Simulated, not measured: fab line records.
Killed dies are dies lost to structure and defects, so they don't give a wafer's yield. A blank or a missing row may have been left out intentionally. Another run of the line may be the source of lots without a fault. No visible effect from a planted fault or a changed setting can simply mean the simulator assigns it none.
Comparing a struck lot with a sound one / flow sfqLine / 14 steps out of a route of 325
Sound: wafers L548.2, L548.4, L548.6. Struck: wafers L551.3, L551.4, L551.5. The cause is given at the end.
Each step with rows lists, per side, the tool, then ch with its chambers, then its first start. Under that, the readings that differ: sound wafers / struck wafers / difference of the means / sigmas: that difference in standard deviations of wafers without a fault.
alike: readings whose means differ by less than 2 such deviations, and words and numbers that are the same on both sides. not compared: withheld readings, readings that some wafer has no value for, bounds like >300 that may hide the same value, and numbers for which the record gives no deviation and whose values overlap.
Wherever a step has rows on one side only, a row that says differs or no value, or a row with sigmas, the two part there. When numbers do not overlap yet have no deviation, they are printed without sigmas and do not part them. A reading missing from all wafers of one side parts the sides only when that side holds two or more wafers.

first, 6 steps without rows for these wafers: SFQ_TRILAYER_M4_LITHO_COAT_098 (resist thk 62 nm); SFQ_TRILAYER_M4_LITHO_COAT_093 (resist thk 600 nm); SFQ_TRILAYER_M4_LITHO_SOFTBAKE_097; SFQ_TRILAYER_M4_LITHO_EXPOSE_094 (exposes mask M4, target cd 500 nm); SFQ_TRILAYER_M4_LITHO_PEB_096 (peb time 60 s); SFQ_TRILAYER_M4_LITHO_DEVELOP_095 (time 60 s).
SFQ_M4_OVL_MEAS_926:
  struck on overlay-01, day 35 13:19; sound on overlay-02, day 35 01:31
  alike: M4_OVL
SFQ_TRILAYER_M4_BARC_OPEN_METAL_ETCH_123: etches BARC in O2, target depth 125 nm, time 41.7 s.
  sound on rieMetal-02 ch 0,1, day 35 01:32; struck on rieMetal-04 ch 0,1, day 35 13:22
  alike: drypumpMotorCurrentA, oesProductAu
  not compared: rfHoursCounterH
SFQ_TRILAYER_M4_ETCH_METAL_ETCH_096: etches Nb in Cl2/Ar, stops on SiO2, target depth 240 nm, time 120 s.
  sound on rieMetal-02 ch 0,1, day 35 01:36; struck on rieMetal-04 ch 0,1, day 35 13:27
reading=oesProductAu (a.u.); sound=0.875 0.883 0.882; struck=0.899 0.900 0.901; difference=+0.020; sigmas=+2
  alike: drypumpMotorCurrentA
  not compared: rfHoursCounterH
SFQ_TRILAYER_M4_STRIP_STRIP_097: strips in O2.
  sound on rieMetal-02 ch 0,1, day 35 01:43; struck on rieMetal-04 ch 0,1, day 35 13:44
  alike: drypumpMotorCurrentA, oesProductAu
  not compared: rfHoursCounterH
then, 1 step without rows for these wafers: SFQ_TRILAYER_M4_STRIP_SOLV_CLEAN_098 (cleans in NMP, time 600 s).
SFQ_TRILAYER_I4_DEP_PECVD_099: deposits SiO2 from SiH4/N2O, time 111.11 s, target thk 500 nm.
  sound on pecvd-04 ch 0,1,2, day 35 02:31; struck on pecvd-01 ch 0,1, day 35 14:20
reading=throttleValvePct (%); sound=23.8 24.0 25.2; struck=27.2 27.1 27.3; difference=+2.9; sigmas=+2
  alike: heaterPowerW, susceptorTempC
SFQ_TRILAYER_I4_CMP_CMP_100: polishes SiO2.
  sound on cmp-02 ch 1,2,3, day 36 23:35; struck on cmp-01 ch 2,3, day 37 13:24
reading=headPressurePsi (psi); sound=2.994 3.001 2.993; struck=3.167 3.172 3.159; difference=+0.170; sigmas=+28
  alike: motorCurrentA, timeToEndpointS
SFQ_I4_BOW_MEAS_927:
  struck on filmMetro-04, day 37 15:56; sound on filmMetro-04, day 37 02:36
  alike: I4_BOW

WHERE THEY PART
Earliest at SFQ_TRILAYER_M4_ETCH_METAL_ETCH_096; latest, in this record, at SFQ_TRILAYER_I4_CMP_CMP_100. Later steps at which nothing parts them and some readings are alike: SFQ_I4_BOW_MEAS_927.

WHY: what the simulator had put in
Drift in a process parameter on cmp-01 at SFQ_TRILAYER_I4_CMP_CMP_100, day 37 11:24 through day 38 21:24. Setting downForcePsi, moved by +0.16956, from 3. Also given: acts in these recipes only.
